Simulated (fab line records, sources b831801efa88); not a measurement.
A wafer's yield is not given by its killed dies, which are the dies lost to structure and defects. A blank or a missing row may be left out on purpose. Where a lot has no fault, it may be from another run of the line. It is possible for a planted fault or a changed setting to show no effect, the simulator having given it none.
fab line records ; flow sky130
record lots=6; wafers=18; lastDay=51
route steps=708 shown SD_P@322 RES_XHIGH@332 PAD_OPEN@708
lots that met no fault: from a run of the same line without faults
startH: the number of hours between the record's first day and the start of the first shown wafer of the lot ; waitH: how many hours have passed since the lot's step before this one ; " repeats the value in the row above ; L1.1+2: several wafers, shown together as one row ; - value missing, or start not given ; * or withheld: withheld ; < > ~ a bound
route shown NAME@n: names a module that has steps shown in the file, with the first one's number in the route ; usual: average and standard deviation across the fault-free wafers ; same: alike in all rows ; chamber/n: place in a boat ; sites: per-site readings ; _std_site: how widely they spread, as a standard deviation ; _edge_site: inner sites' mean taken away from outer sites' mean ; radiusMm: how far each site lies from the wafer's centre ; mask NAME#n: copy n ; behind: the most recent tool/chamber to have shaped the wafer ; hold: the reason the lot was held/the length of the hold in hours/how it ended ; device: names the non-switching transistor (n, p or np) ; end of line: tests of these same wafers at the route's end ; step lacking rows: just its recipe ; killed: at the first sort, the dies lost to defects and structure; wafer yield is something else ; map: a wafer's dies, x killed, . not, _ none there
set.NAME: the run value of the setting; set.NAME@STEP: its run value at that earlier step ; model.NAME: the simulator's own value behind a step, which no gauge read
a table for each step, a row for each wafer; lots at some steps of the route
services: from which hour (startH, from the record's first day; less than 0 if before it) a tool's chamber was out of use, for how many hours, and why
## steps
# step SKY_SD_P_COAT_02
# recipe resist=NOVOLAK; spinRpm=3000; resistThkNm=1140
# step SKY_SD_P_SOFTBAKE_03
# recipe tempC=90; timeS=60; resist=NOVOLAK
# step SKY_SD_P_EXPOSE_04
# recipe maskId=PSDM; na=0.6; sourceShape=conventional; sigmaOuter=0.6; polarization=unpolarized; targetCdNm=380; doseMj=138
# step SKY_SD_P_PEB_05
# recipe tempC=withheld; timeS=*; resist=NOVOLAK
# step SKY_SD_P_DEVELOP_06
# recipe resist=NOVOLAK; developer=TMAH; developTimeS=60; devTempC=23
# step SKY_SD_P_CD_MEAS_07
# recipe targetCdNm=380
# usual cdNm=379.9/2.4
lot.wafer;tool;chamber;startH;waitH;cdNm
L978.1;cdSem-02;-;644.72;0.1;378.7
L978.4;cdSem-02;-;644.72;0.1;378.1
L978.5;cdSem-02;-;644.72;0.1;379.1
L981.3;cdSem-01;-;667.97;0.1;376.1
L981.4;cdSem-01;-;667.97;0.1;378.2
L981.5;cdSem-01;-;667.97;0.1;377.9
L986.1;cdSem-02;-;707.93;0.1;381.1
L986.5;cdSem-02;-;707.93;0.1;380.2
L986.6;cdSem-02;-;707.93;0.1;380.9
L985.4;cdSem-01;-;710.34;0.1;383.0
L985.5;cdSem-01;-;710.34;0.1;383.0
L985.6;cdSem-01;-;710.34;0.1;383.2
L994.3;cdSem-02;-;771.46;0.1;374.9
L994.4;cdSem-02;-;771.46;0.1;378.7
L994.6;cdSem-02;-;771.46;0.1;378.5
L996.1;cdSem-02;-;786.96;0.1;380.5
L996.4;cdSem-02;-;786.96;0.1;379.1
L996.6;cdSem-02;-;786.96;0.1;377.9
# step SKY_SD_P_OVL_MEAS_08
# usual SD_P_OVL=0.2/1.6
lot.wafer;tool;chamber;startH;waitH;SD_P_OVL[nm]
L978.1;overlay-02;-;644.84;0.1;-0.5
L978.4;overlay-02;-;644.84;0.1;-2.4
L978.5;overlay-02;-;644.84;0.1;-1.4
L981.3;overlay-02;-;668.06;0.1;2.0
L981.4;overlay-02;-;668.06;0.1;1.0
L981.5;overlay-02;-;668.06;0.1;0.3
L986.1;overlay-02;-;708.05;0.1;0.2
L986.5;overlay-02;-;708.05;0.1;0.7
L986.6;overlay-02;-;708.05;0.1;0.6
L985.4;overlay-01;-;710.42;0.1;-1.4
L985.5;overlay-01;-;710.42;0.1;-2.9
L985.6;overlay-01;-;710.42;0.1;-0.8
L994.3;overlay-02;-;771.55;0.1;2.2
L994.4;overlay-02;-;771.55;0.1;4.0
L994.6;overlay-02;-;771.55;0.1;1.3
L996.1;overlay-01;-;787.10;0.1;-1.5
L996.4;overlay-01;-;787.10;0.1;-0.4
L996.6;overlay-01;-;787.10;0.1;-1.6
# step SKY_SD_P_IMPLANT_09
# recipe species=BF2; energyKev=20; doseCm2=3e+15; tiltDeg=0
# step SKY_SD_P_STRIP_10
# recipe chemistry=O2/N2; powerW=1400; pressureMtorr=1500; platenTempC=withheld; o2FlowSccm=3000; n2FlowSccm=300; overashFraction=0.5
# usual chamberPressureMTorr=1500.0/1.4; drypumpMotorCurrentA=5.58/0.26; oesProductAu=0.617/0.0044; stripTimeToEndpointS=17.49/0.04
lot.wafer;tool;chamber;startH;waitH;chamberPressureMTorr;drypumpMotorCurrentA;oesProductAu;rfHoursCounterH;stripTimeToEndpointS
L978.1;plasmaAsher-04;0;645.03;0.1;1499.8;5.62;0.619;91;17.49
L978.4;plasmaAsher-04;0;645.03;0.1;1502.2;5.60;0.622;-;17.51
L978.5;plasmaAsher-04;1;645.03;0.1;1499.8;5.34;0.621;-;17.49
L981.3;plasmaAsher-03;1;668.27;0.1;1501.2;5.95;0.612;-;17.43
L981.4;plasmaAsher-03;0;668.27;0.1;1500.1;5.44;0.617;-;17.47
L981.5;plasmaAsher-03;1;668.27;0.1;1499.9;5.97;0.626;-;17.44
L986.1;plasmaAsher-04;0;708.24;0.1;1500.9;5.65;0.617;97;17.56
L986.5;plasmaAsher-04;0;708.24;0.1;1502.5;5.63;0.618;-;17.54
L986.6;plasmaAsher-04;1;708.24;0.1;1498.4;5.33;0.619;-;17.54
L985.4;plasmaAsher-01;1;710.62;0.1;1499.9;6.11;0.617;-;17.52
L985.5;plasmaAsher-01;1;710.62;0.1;1499.0;6.08;0.616;-;17.52
L985.6;plasmaAsher-01;0;710.62;0.1;1500.0;5.48;0.617;-;17.51
L994.3;plasmaAsher-04;1;771.76;0.1;1499.9;5.33;0.608;-;17.48
L994.4;plasmaAsher-04;0;771.76;0.1;1499.8;5.59;0.617;-;17.47
L994.6;plasmaAsher-04;1;771.76;0.1;1501.3;5.33;0.623;-;17.48
L996.1;plasmaAsher-03;1;787.29;0.1;1501.0;5.95;0.619;99;17.43
L996.4;plasmaAsher-03;0;787.29;0.1;1498.2;5.45;0.615;-;17.47
L996.6;plasmaAsher-03;1;787.29;0.1;1500.8;5.96;0.619;-;17.45
# step SKY_SD_P_TW_MEAS_11
# usual SD_P_TW=2843/18
lot.wafer;tool;chamber;startH;waitH;SD_P_TW
L978.1;filmMetro-01;-;645.13;0.1;2841
L978.4;filmMetro-01;-;645.13;0.1;2847
L978.5;filmMetro-01;-;645.13;0.1;2844
L981.3;filmMetro-02;-;668.36;0.1;2841
L981.4;filmMetro-02;-;668.36;0.1;2840
L981.5;filmMetro-02;-;668.36;0.1;2845
L986.1;filmMetro-02;-;708.34;0.1;2853
L986.5;filmMetro-02;-;708.34;0.1;2852
L986.6;filmMetro-02;-;708.34;0.1;2851
L985.4;filmMetro-02;-;710.72;0.1;2863
L985.5;filmMetro-02;-;710.72;0.1;2853
L985.6;filmMetro-02;-;710.72;0.1;2836
L994.3;filmMetro-03;-;771.85;0.1;2855
L994.4;filmMetro-03;-;771.85;0.1;2863
L994.6;filmMetro-03;-;771.85;0.1;2867
L996.1;filmMetro-02;-;787.39;0.1;2841
L996.4;filmMetro-02;-;787.39;0.1;2834
L996.6;filmMetro-02;-;787.39;0.1;2843
# step SKY_RES_XHIGH_DEHYDRATE_00
# recipe tempC=200; timeS=60
# step SKY_RES_XHIGH_HMDS_01
# recipe primeTimeS=60; primeTempC=120
# step SKY_RES_XHIGH_COAT_02
# recipe resist=NOVOLAK; spinRpm=3000; resistThkNm=1140
# usual spinSpeedRpm=3000.5/2.2
lot.wafer;tool;chamber;startH;waitH;spinSpeedRpm;model.NOVOLAK_of_RES_XHIGH_COAT_02.thkNm
L978.1;lithoTrack-02;0;658.93;0.1;2998.9;1140
L978.4;lithoTrack-02;0;658.93;0.1;3001.4;1140
L978.5;lithoTrack-02;0;658.93;0.1;2998.6;1142
L981.3;lithoTrack-03;0;682.17;0.1;3003.9;1136
L981.4;lithoTrack-03;0;682.17;0.1;3003.0;1136
L981.5;lithoTrack-03;0;682.17;0.1;3002.9;1135
L986.1;lithoTrack-03;0;722.22;0.1;2799.0;1180
L986.5;lithoTrack-03;0;722.22;0.1;2796.3;1177
L986.6;lithoTrack-03;0;722.22;0.1;2797.9;1179
L985.4;lithoTrack-03;0;724.39;0.1;2799.0;1178
L985.5;lithoTrack-03;0;724.39;0.1;2799.8;1178
L985.6;lithoTrack-03;0;724.39;0.1;2800.4;1175
L994.3;lithoTrack-03;0;785.27;0.1;2998.5;1143
L994.4;lithoTrack-03;0;785.27;0.1;3002.6;1139
L994.6;lithoTrack-03;0;785.27;0.1;3000.2;1141
L996.1;lithoTrack-01;0;800.36;0.1;3001.3;1146
L996.4;lithoTrack-01;0;800.36;0.1;2999.4;1143
L996.6;lithoTrack-01;0;800.36;0.1;2997.2;1141
# step SKY_RES_XHIGH_SOFTBAKE_03
# recipe tempC=90; timeS=60; resist=NOVOLAK
# step SKY_RES_XHIGH_EXPOSE_04
# recipe maskId=URPM; na=0.6; sourceShape=conventional; sigmaOuter=0.6; polarization=unpolarized; targetCdNm=1270; doseMj=140
# step SKY_RES_XHIGH_PEB_05
# recipe tempC=withheld; timeS=*; resist=NOVOLAK
# step SKY_RES_XHIGH_DEVELOP_06
# recipe resist=NOVOLAK; developer=TMAH; developTimeS=60; devTempC=23
# same developTimeS=60
lot.wafer;tool;chamber;startH;waitH;model.NOVOLAK_of_RES_XHIGH_COAT_02.thkNm
L978.1+4;lithoTrack-02;0;676.88;0.1;1140
L978.5;lithoTrack-02;0;676.88;0.1;1141
L981.3+4;lithoTrack-03;0;696.97;0.1;1136
L981.5;lithoTrack-03;0;696.97;0.1;1134
L986.1+6;lithoTrack-01;0;736.61;0.1;1179
L986.5;lithoTrack-01;0;736.61;0.1;1177
L985.4;lithoTrack-01;0;738.83;0.1;1178
L985.5;lithoTrack-01;0;738.83;0.1;1177
L985.6;lithoTrack-01;0;738.83;0.1;1175
L994.3;lithoTrack-01;0;799.01;0.1;1143
L994.4;lithoTrack-01;0;799.01;0.1;1138
L994.6;lithoTrack-01;0;799.01;0.1;1141
L996.1;lithoTrack-01;0;814.21;0.1;1145
L996.4;lithoTrack-01;0;814.21;0.1;1142
L996.6;lithoTrack-01;0;814.21;0.1;1140
# step SKY_RES_XHIGH_IMPLANT_07
# recipe species=BF2; energyKev=20; doseCm2=3.6e+14; tiltDeg=0
# step SKY_RES_XHIGH_STRIP_08
# recipe chemistry=O2/N2; powerW=1400; pressureMtorr=1500; platenTempC=withheld; o2FlowSccm=3000; n2FlowSccm=300; overashFraction=0.5
# usual chamberPressureMTorr=1500.0/1.3; drypumpMotorCurrentA=5.7/0.41; oesProductAu=0.711/0.0045; stripTimeToEndpointS=14.27/0.034
lot.wafer;tool;chamber;startH;waitH;chamberPressureMTorr;drypumpMotorCurrentA;oesProductAu;rfHoursCounterH;stripTimeToEndpointS
L978.1;plasmaAsher-03;0;677.18;0.1;1498.3;5.5;0.712;88;14.27
L978.4;plasmaAsher-03;0;677.18;0.1;1500.5;5.5;0.707;-;14.27
L978.5;plasmaAsher-03;1;677.18;0.1;1501.3;6.0;0.714;-;14.28
L981.3;plasmaAsher-03;1;697.25;0.1;1500.7;6.0;0.719;-;14.22
L981.4;plasmaAsher-03;0;697.25;0.1;1500.4;5.5;0.710;-;14.23
L981.5;plasmaAsher-03;0;697.25;0.1;1500.1;5.4;0.711;-;14.20
L986.1;plasmaAsher-01;0;736.91;0.1;1501.0;5.5;0.719;30;14.71
L986.5;plasmaAsher-01;0;736.91;0.1;1500.9;5.5;0.706;-;14.68
L986.6;plasmaAsher-01;1;736.91;0.1;1500.9;6.1;0.705;-;14.70
L985.4;plasmaAsher-02;0;739.09;0.1;1499.5;6.0;0.710;-;14.67
L985.5;plasmaAsher-02;0;739.09;0.1;1499.1;6.0;0.710;-;14.67
L985.6;plasmaAsher-02;1;739.09;0.1;1502.3;5.0;0.720;-;14.65
L994.3;plasmaAsher-03;1;799.29;0.1;1503.0;5.9;0.716;-;14.31
L994.4;plasmaAsher-03;0;799.29;0.1;1498.8;5.5;0.714;-;14.24
L994.6;plasmaAsher-03;0;799.29;0.1;1499.8;5.5;0.712;-;14.27
L996.1;plasmaAsher-02;1;814.51;0.1;1500.1;5.0;0.703;68;14.34
L996.4;plasmaAsher-02;0;814.51;0.1;1501.0;6.0;0.715;-;14.29
L996.6;plasmaAsher-02;1;814.51;0.1;1499.1;4.9;0.708;-;14.27
# step SKY_RES_XHIGH_TW_MEAS_09
# usual RES_XHIGH_TW=1648/12
lot.wafer;tool;chamber;startH;waitH;RES_XHIGH_TW
L978.1;filmMetro-03;-;677.28;0.1;1669
L978.4;filmMetro-03;-;677.28;0.1;1663
L978.5;filmMetro-03;-;677.28;0.1;1657
L981.3;filmMetro-01;-;697.34;0.1;1637
L981.4;filmMetro-01;-;697.34;0.1;1642
L981.5;filmMetro-01;-;697.34;0.1;1641
L986.1;filmMetro-02;-;737.01;0.1;1649
L986.5;filmMetro-02;-;737.01;0.1;1641
L986.6;filmMetro-02;-;737.01;0.1;1651
L985.4;filmMetro-03;-;739.19;0.1;1664
L985.5;filmMetro-03;-;739.19;0.1;1664
L985.6;filmMetro-03;-;739.19;0.1;1657
L994.3;filmMetro-02;-;799.38;0.1;1653
L994.4;filmMetro-02;-;799.38;0.1;1651
L994.6;filmMetro-02;-;799.38;0.1;1644
L996.1;filmMetro-02;-;814.61;0.1;1643
L996.4;filmMetro-02;-;814.61;0.1;1652
L996.6;filmMetro-02;-;814.61;0.1;1655
# step SKY_PAD_OPEN_PROBE_99
# usual killed_at_M0_to_M3=44/6.9; killed_at_M4_up=3.1/1.7; killedAtContacts=25/5.6; killedAtFrontEnd=14/4.3; killedAtOther=0.3/0.51; killedDies=86/9.8; killedOpen=47/6.5; killedShort=39/6.6
# same grossDies=492; killedAtBackSide=0
lot.wafer;tool;chamber;startH;waitH;killed_at_M0_to_M3;killed_at_M4_up;killedAtContacts;killedAtFrontEnd;killedAtOther;killedDies;killedOpen;killedShort
L978.1;prober-01;-;1125.07;0.1;38;1;16;18;0;73;41;32
L978.4;prober-01;-;1125.22;0.2;46;3;29;10;2;90;49;41
L978.5;prober-01;-;1125.27;0.2;55;3;23;7;1;89;55;34
L985.4;prober-01;-;1167.19;0.2;44;4;26;18;0;92;54;38
L985.5;prober-01;-;1167.24;0.2;36;3;32;15;0;86;44;42
L985.6;prober-01;-;1167.29;0.2;51;4;29;14;0;98;52;46
# killed by level:class
L978.1 VIA2:geometricParticle:open=10 VIA1:geometricParticle:open=7 CONTACT:geometricParticle:open=6 LOCAL_INTERCONNECT:geometricParticle:short=5 METAL2:geometricParticle:short=5 FIELD_ISO:geometricParticle:open=4 FIELD_ISO:geometricParticle:short=4 POLY_GATE:geometricParticle:short=4
L978.4 LI_CONTACT:geometricParticle:open=11 VIA1:geometricParticle:open=11 CONTACT:geometricParticle:open=7 VIA2:geometricParticle:open=6 METAL2:geometricParticle:short=5 LOCAL_INTERCONNECT:geometricParticle:short=4 VIA1:geometricParticle:short=4 VIA2:geometricParticle:short=4
L978.5 VIA1:geometricParticle:open=11 VIA2:geometricParticle:open=8 VIA3:geometricParticle:open=8 LI_CONTACT:geometricParticle:open=7 METAL2:geometricParticle:short=6 VIA1:geometricParticle:short=6 CONTACT:geometricParticle:open=6 METAL1:geometricParticle:short=5
L985.4 CONTACT:geometricParticle:open=13 VIA1:geometricParticle:open=12 FIELD_ISO:geometricParticle:open=9 METAL1:geometricParticle:short=8 CONTACT:geometricParticle:short=6 VIA1:geometricParticle:short=5 LI_CONTACT:geometricParticle:open=4 VIA2:geometricParticle:open=4
L985.5 CONTACT:geometricParticle:open=13 CONTACT:geometricParticle:short=11 FIELD_ISO:geometricParticle:open=6 VIA2:geometricParticle:short=6 METAL1:geometricParticle:short=5 LI_CONTACT:geometricParticle:open=5 VIA3:geometricParticle:open=4 FIELD_ISO:geometricParticle:short=3
L985.6 VIA1:geometricParticle:open=12 VIA2:geometricParticle:open=9 CONTACT:geometricParticle:open=8 VIA1:geometricParticle:short=8 LI_CONTACT:geometricParticle:open=6 METAL1:geometricParticle:short=6 LOCAL_INTERCONNECT:geometricParticle:short=5 CONTACT:geometricParticle:short=5
## services
tool;chamber;startH;hours;kind
plasmaAsher-02;-;687.23;1.1;repair
plasmaAsher-04;-;733.75;9.0;pm
plasmaAsher-04;0;733.75;9.0;ventCycle
plasmaAsher-04;1;733.75;9.0;ventCycle
plasmaAsher-01;-;737.01;1.2;repair
plasmaAsher-04;0;742.75;-;clean
plasmaAsher-04;1;742.75;-;clean
plasmaAsher-04;-;760.60;1.2;repair
## key
firstSign step=SKY_RES_XHIGH_COAT_02; reading=spinSpeedRpm; direction=down; sigmas=91; usual=3000.5; struck=2798.7
effect step=SKY_RES_XHIGH_STRIP_08; reading=stripTimeToEndpointS; direction=up; sigmas=12; usual=*; struck=*
modelEffect step=SKY_RES_XHIGH_COAT_02; value=NOVOLAK_of_RES_XHIGH_COAT_02.thkNm; without=1138; struck=1178
modelEffect step=SKY_RES_XHIGH_DEVELOP_06; value=NOVOLAK_of_RES_XHIGH_COAT_02.thkNm; without=1137; struck=1177
metAt SKY_RES_XHIGH_COAT_02
struckWafers L985.4,L985.5,L985.6,L986.1,L986.5,L986.6
testerLeftOut L985,L986
onsetBetween 682.17 722.22
fault kind=processParameterDrift; tool=lithoTrack-03; chamber=-; onsetH=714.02; steps=SKY_RES_XHIGH_COAT_02; channel=spinRpm; offset=-200.77; shape=step; endH=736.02; actsIn=theseRecipesOnly; stated=3000
# testerLeftOut: of these lots the tester's yield and bins aren't shown, on N5 and GAA mostly nor the transistor test; their killed dies are dies lost to structure and defects alone, not to doping, threshold or leakage, so they don't give the yield
